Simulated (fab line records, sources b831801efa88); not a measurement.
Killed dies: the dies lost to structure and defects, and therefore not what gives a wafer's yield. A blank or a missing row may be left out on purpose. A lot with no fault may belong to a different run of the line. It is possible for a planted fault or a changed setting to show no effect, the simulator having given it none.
The same fault as seen by 2 desks -- flow sky130 -- every desk sees just its own numbers, and what lay behind them comes last

AT THE METROLOGY DESK
What the gauges read, lot by lot, whatever tool the lot ran on: means of the sampled wafers that have a number. Marked OUT: a lot whose mean sits more than 4 standard deviations from the usual mean, which makes it out of limits; the brackets give that distance.
Columns: A = RES_XHIGH_RS at SKY_SD_N_RS_MEAS_18, usual 333.1 ohm/sq; B = CONTACT_CVD_00_THK at SKY_CONTACT_THK_MEAS_01, usual 75.0 nm
lot,first seen here,A,B
L236,day 28 06:50,333.9,75.9
L239,day 29 04:27,333.2,74.3
L243,day 30 22:55,331.0,74.8
L244,day 31 13:11,333.8,75.1
L246,day 31 17:02,333.3,75.0
L247,day 31 22:01,333.0,78.8
L248,day 32 06:35,332.4,77.1
L249,day 32 15:07,335.2,78.8
L254,day 34 05:47,333.2,75.4
L259,day 35 13:47,331.7,75.4
This desk's finding: nothing out of limits on any of the 10 lots.

FOR THE TOOL OWNER'S DESK: pecvd-01
The tool's own readings at SKY_CONTACT_CVD_00 (deposits Si3N4, target thk 75 nm): means of the sampled wafers that have a number, for each lot that ran on this tool. Marked OUT: a lot whose mean sits more than 4 standard deviations from the usual mean, which makes it out of limits; the brackets give that distance.
Columns: A = heater-power-outer-w at SKY_CONTACT_CVD_00, usual 430 W; B = heater-power-w at SKY_CONTACT_CVD_00, usual 736 W; C = rf-fwd-power-W at SKY_CONTACT_CVD_00, usual 444.7 W
lot,first seen here,A,B,C
L244,day 33 21:39,353,678,442.0
L246,day 34 02:53,452,763,445.3
L247,day 34 07:38,417,750,515.0 (+31) OUT
L249,day 34 22:55,397,724,515.4 (+31) OUT
L259,day 37 21:35,425,734,443.2
This desk finds L247, L249 out of limits, L247 being first, at day 34 07:38 (rf-fwd-power-W at SKY_CONTACT_CVD_00). L244, L246, L259 stayed within limits.

ALL TOGETHER
On L247, L249, at day 34 07:38, an alarm was possible from the tool owner's desk.
At the metrology desk, nothing out of limits was observed.
The metrology desk has L247, L249 on record, within its limits.
Of the lots named, all ran SKY_CONTACT_CVD_00 on pecvd-01.

WHAT WAS PUT IN BY THE SIMULATOR
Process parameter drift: pecvd-01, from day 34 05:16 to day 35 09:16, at SKY_CONTACT_CVD_00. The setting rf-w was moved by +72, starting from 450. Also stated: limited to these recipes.
Shown lots that were struck: L247, L249.
Delay in hours, fault start to first out-of-limits reading, by desk: the tool owner's desk at 2.
